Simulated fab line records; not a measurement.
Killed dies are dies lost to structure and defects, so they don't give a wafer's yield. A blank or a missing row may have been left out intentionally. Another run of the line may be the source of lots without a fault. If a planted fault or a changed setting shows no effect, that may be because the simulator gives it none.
Problem report in the 8D (eight disciplines) form, filled by code -- flow gf180mcu -- the parts of the form that need people (team, actions taken, sign-off) are left out

## 1. WHAT IS WRONG
Wafers without a fault read 128.3 s, standard deviation 0.5; run_length_s at GF_HV_LDD_ETCHBACK_58 reads a mean of 108.4 s on 3 wafers belonging to 2 lots. Relative to the usual mean, that is a shift of -40 standard deviations.
The step: etches Si3N4 in CH3F/O2, stops on SiO2, time 100 s, target depth 90 nm.
Earliest sighting: wafer L388.4 on rie_diel-03 at day 15 10:53. The record holds 39 wafers of 13 lots with a number at this step. By rule, "out" or "out of limits" means more than 4 standard deviations away from the usual mean. Any other wafer with a number is counted as sound.

## 2. WHAT IT IS, AND WHAT IT ISN'T
question,is,is not
which readings at this step,"run_length_s, oes_product_au","chamber_pressure_mTorr, drypump_motor_current_A"
which lots,"L388, L390","L383, L384, L385, L387, L389, L391, L397, L400, L401, L402, L403"
which wafers of those lots,"L388.4, L388.5, L390.1","L388.3, L390.4, L390.5"
read on which tools,rie_diel-03,"rie_diel-01, rie_diel-02"
when,from day 15 10:53,"up to then (13 sound wafers); but 23 sound wafers of L389, L390, L391, L397, L400, L401, L402, L403 came after"

## 3. WHAT RULES OUT EACH SUSPECT
Counting: any tool at a process step up to the reading remains a suspect provided it ran every lot that is out. Sound lots after the first of them don't rule it out here, since some wafers of a struck lot are sound.
- rie_diel-03 at GF_HV_LDD_ETCHBACK_58 (etches Si3N4 in CH3F/O2, stops on SiO2, time 100 s, target depth 90 nm): kept. Ran every lot that is out, first one L388 (day 15 10:53); last sound lot up to then L387 (day 14 22:58). Its own readings are out on those wafers: oes_product_au, run_length_s.
- Within rie_diel-03 at GF_HV_LDD_ETCHBACK_58: the wafers that are out ran in chamber 1; their sound lot-mates ran in chambers 2, 3.
Left after counting: rie_diel-03 at GF_HV_LDD_ETCHBACK_58.

## 4. THE CAUSE (what the simulator had put in)
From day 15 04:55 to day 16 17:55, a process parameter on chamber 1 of rie_diel-03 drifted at GF_HV_LDD_ETCHBACK_58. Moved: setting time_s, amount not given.
Counting left only this tool.

## 5. THE EFFECT CHAIN, in route order
Each row: a reading whose mean over the struck wafers that have a number lies more than 3 standard deviations from the usual. Only readings for which the record gives a usual standard deviation are gone through. hours: the time from each lot's start at the first step in this table that gives one to its start at this step, as a median over the lots. sigmas: the change in usual standard deviations.
hours,step,reading,usual,on struck wafers,change,sigmas
0,GF_HV_LDD_ETCHBACK_58,oes_product_au,0.843 a.u.,0.995,+0.152,+21
0,GF_HV_LDD_ETCHBACK_58,run_length_s,128.3 s,108.4,-19.9,-40
It contains these process steps:
- GF_HV_LDD_ETCHBACK_58: etches Si3N4 in CH3F/O2, stops on SiO2, time 100 s, target depth 90 nm.
Later steps that measure or inspect, where all struck wafers having a row at the step show a number for every such reading and not one has moved that far: GF_V1_THK_MEAS_01.

## 6. WHAT WOULD HAVE CAUGHT IT SOONER
First out-of-limits reading in this record: day 15 10:53, which is 6 hours after fault onset at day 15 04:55.
